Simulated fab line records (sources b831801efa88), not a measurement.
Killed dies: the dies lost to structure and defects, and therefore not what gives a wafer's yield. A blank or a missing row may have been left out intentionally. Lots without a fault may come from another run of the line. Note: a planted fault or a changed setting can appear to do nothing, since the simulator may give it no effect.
A struck lot beside a sound one + flow sky130 + 42 out of 708 route steps
Sound: these wafers, L596.2, L596.3, L596.5. Wafers struck: L605.2, L605.4, L605.6. The cause is named last.
Per side, at each step with rows, come the tool, then ch with its chambers, and then its first start. Under that, the readings that differ: sound wafers + struck wafers + difference of the means + sigmas: that difference in standard deviations of wafers without a fault.
alike: same words and numbers on both sides, and readings whose means sit less than 2 such deviations apart. not compared: any withheld reading, any reading some wafer has no value for, any bound like >300 that may hide the same value, and any number with overlapping values for which the record gives no deviation.
The two part at a step that has a row with sigmas, a row that says differs or no value, or rows on one side only. When numbers do not overlap yet have no deviation, they are printed without sigmas and do not part them. Lack of a reading on every wafer of one side parts them only where that side has two or more wafers.

SKY_POLY_CUT_ETCH_10: etches BARC in N2/H2, stops on SiO2, time 45.9 s, target depth 60 nm.
  sound on rieDiel-04 ch 0,2,3, day 26 17:29; struck on rieDiel-01 ch 0,1, day 30 19:53
  alike: drypumpMotorCurrentA, oesProductAu, throttleValvePct
  not compared: rfHoursCounterH
then, 9 steps without rows for these wafers: SKY_POLY_CUT_ETCH_11 (etches Si3N4 in CF4/CH2F2/Ar, stops on poly-Si, time 42.5 s, target depth 60 nm); SKY_POLY_CUT_STRIP_12 (strips in O2/N2); SKY_SD_P_DEHYDRATE_00 (time 60 s); SKY_SD_P_HMDS_01 (prime time 60 s); SKY_SD_P_COAT_02 (resist thk 1140 nm); SKY_SD_P_SOFTBAKE_03 (time 60 s); SKY_SD_P_EXPOSE_04 (exposes mask PSDM, target cd 380 nm); SKY_SD_P_PEB_05; SKY_SD_P_DEVELOP_06 (develop time 60 s).
SKY_SD_P_CD_MEAS_07: the cd target is 380 nm.
  sound on cdSem-01, day 27 23:52; struck on cdSem-01, day 31 22:46
| reading   | sound             | struck            | difference | sigmas |
|-----------|-------------------|-------------------|------------|--------|
| cdNm (nm) | 379.2 381.5 379.4 | 373.1 374.3 375.1 | -5.9       | -2     |
SKY_SD_P_OVL_MEAS_08:
  sound on overlay-01, day 27 23:58; struck on overlay-02, day 31 22:53
| reading       | sound       | struck        | difference | sigmas |
|---------------|-------------|---------------|------------|--------|
| SD_P_OVL (nm) | 3.7 0.8 4.0 | -1.3 -0.6 0.0 | -3.5       | -2     |
SKY_SD_P_IMPLANT_09:
  sound on implanter-01 ch 0, day 28 00:01; struck on implanter-01 ch 0, day 31 22:56
  alike: beamOnS, tiltDeg
SKY_SD_P_STRIP_10: strips in O2/N2.
  sound on plasmaAsher-04 ch 0,1, day 28 00:08; struck on plasmaAsher-04 ch 0,1, day 31 23:04
  alike: drypumpMotorCurrentA, o2FlowSccm, oesProductAu, stripTimeToEndpointS
  not compared: rfHoursCounterH
SKY_SD_P_TW_MEAS_11:
  sound on filmMetro-03, day 28 00:15; struck on filmMetro-04, day 31 23:10
  alike: SD_P_TW
then, 8 steps without rows for these wafers: SKY_RES_XHIGH_DEHYDRATE_00 (time 60 s); SKY_RES_XHIGH_HMDS_01 (prime time 60 s); SKY_RES_XHIGH_COAT_02 (resist thk 1140 nm); SKY_RES_XHIGH_SOFTBAKE_03 (time 60 s); SKY_RES_XHIGH_EXPOSE_04 (exposes mask URPM, target cd 1270 nm); SKY_RES_XHIGH_PEB_05; SKY_RES_XHIGH_DEVELOP_06 (develop time 60 s); SKY_RES_XHIGH_IMPLANT_07.
SKY_RES_XHIGH_STRIP_08: strips in O2/N2.
  sound on plasmaAsher-02 ch 0,1, day 29 03:48; struck on plasmaAsher-02 ch 0,1, day 33 02:30
  alike: drypumpMotorCurrentA, o2FlowSccm, oesProductAu, stripTimeToEndpointS
  not compared: rfHoursCounterH
SKY_RES_XHIGH_TW_MEAS_09:
  sound on filmMetro-01, day 29 03:55; struck on filmMetro-04, day 33 02:37
  alike: RES_XHIGH_TW
then, 7 steps without rows for these wafers: SKY_SD_N_DEHYDRATE_00 (time 60 s); SKY_SD_N_HMDS_01 (prime time 60 s); SKY_SD_N_COAT_02 (resist thk 1140 nm); SKY_SD_N_SOFTBAKE_03 (time 60 s); SKY_SD_N_EXPOSE_04 (exposes mask NSDM, target cd 380 nm); SKY_SD_N_PEB_05; SKY_SD_N_DEVELOP_06 (develop time 60 s).
SKY_SD_N_CD_MEAS_07: the cd target is 380 nm.
  sound on cdSem-01, day 30 07:41; struck on cdSem-01, day 34 05:24
  alike: cdNm
SKY_SD_N_OVL_MEAS_08:
  sound on overlay-01, day 30 07:48; struck on overlay-02, day 34 05:31
  alike: SD_N_OVL
then, 2 steps without rows for these wafers: SKY_SD_N_IMPLANT_09; SKY_SD_N_IMPLANT_10.
SKY_SD_N_STRIP_11: strips in O2/N2.
  sound on plasmaAsher-03 ch 1, day 30 08:08; struck on plasmaAsher-01 ch 0,1, day 34 05:50
| reading                  | sound             | struck            | difference | sigmas |
|--------------------------|-------------------|-------------------|------------|--------|
| stripTimeToEndpointS (s) | 22.64 22.66 22.64 | 22.57 22.52 22.51 | -0.11      | -3     |
  alike: drypumpMotorCurrentA, o2FlowSccm, oesProductAu
  not compared: rfHoursCounterH
SKY_SD_N_TW_MEAS_12:
  sound on filmMetro-03, day 30 08:14; struck on filmMetro-01, day 34 05:57
  alike: SD_N_TW
then, 1 step without rows for these wafers: SKY_SD_N_CLEAN_13 (cleans in SC1/SC2, time 150 s).
SKY_SD_N_RTA_14: time 2 s.
  sound on rtpAnneal-02 ch 0, day 30 08:21; struck on rtpAnneal-01 ch 0, day 34 06:04
  alike: lampPowerPct, rampUpCPerS, wafer_temp_C_max
SKY_SD_N_RS_MEAS_16: a four-point-probe measurement.
  sound on filmMetro-01, day 30 08:32; struck on filmMetro-04, day 34 06:15
  alike: SD_N_RS
-- the record jumps here: 16 days lie between the struck wafers' starts before and after (it left off in module SD_N and takes up again in module PAD_OPEN, whose first step shown is number 708 of the route) --
SKY_PAD_OPEN_PROBE_99:
  sound on prober-01, day 49 15:06; struck on prober-01, day 50 07:05
| reading                            | sound             | struck            | difference | sigmas |
|------------------------------------|-------------------|-------------------|------------|--------|
| killedShort                        | 44 51 53          | 36 39 22          | -17        | -2     |
| model.etest.resHighPo.lineOhmUm    | 723.3 743 747.9   | 794.2 807 798.2   | +61.7      |        |
| model.etest.liconHighPo.rcOhm      | 329.7 351.2 342.6 | 411.9 411.3 397.1 | +65.6      |        |
| model.etest.resHighPo.rsOhmSq      | 257.6 258.3 258.5 | 281.9 283.2 278.6 | +23.1      |        |
| model.etest.resHighPo.rsOhmSqRange | 4.156 7.107 9.773 | 25.5 24.84 23.56  | +17.6      |        |
| model.etest.resPdiffHv.rsOhmSq     | 187.4 189.3 189   | 196.8 194.6 197.8 | +7.8       |        |
| model.etest.resPdiff.rsOhmSq       | 194.6 194.7 195.2 | 203 199 202.4     | +7         |        |
| model.etest.resPdiff.rsOhmSqRange  | 2.405 4.983 4.822 | 7.228 9.223 8.369 | +4.203     |        |
  alike: killed_at_M0_to_M3, killed_at_M4_up, killedAtContacts, killedAtFrontEnd, killedAtOther, killedDies, killedOpen
  not compared: model.etest.resPdiff.lineOhmUm

WHERE THEY PART
Last at SKY_PAD_OPEN_PROBE_99 as far as this record goes, first at SKY_SD_P_CD_MEAS_07.

WHY: what the simulator had put in
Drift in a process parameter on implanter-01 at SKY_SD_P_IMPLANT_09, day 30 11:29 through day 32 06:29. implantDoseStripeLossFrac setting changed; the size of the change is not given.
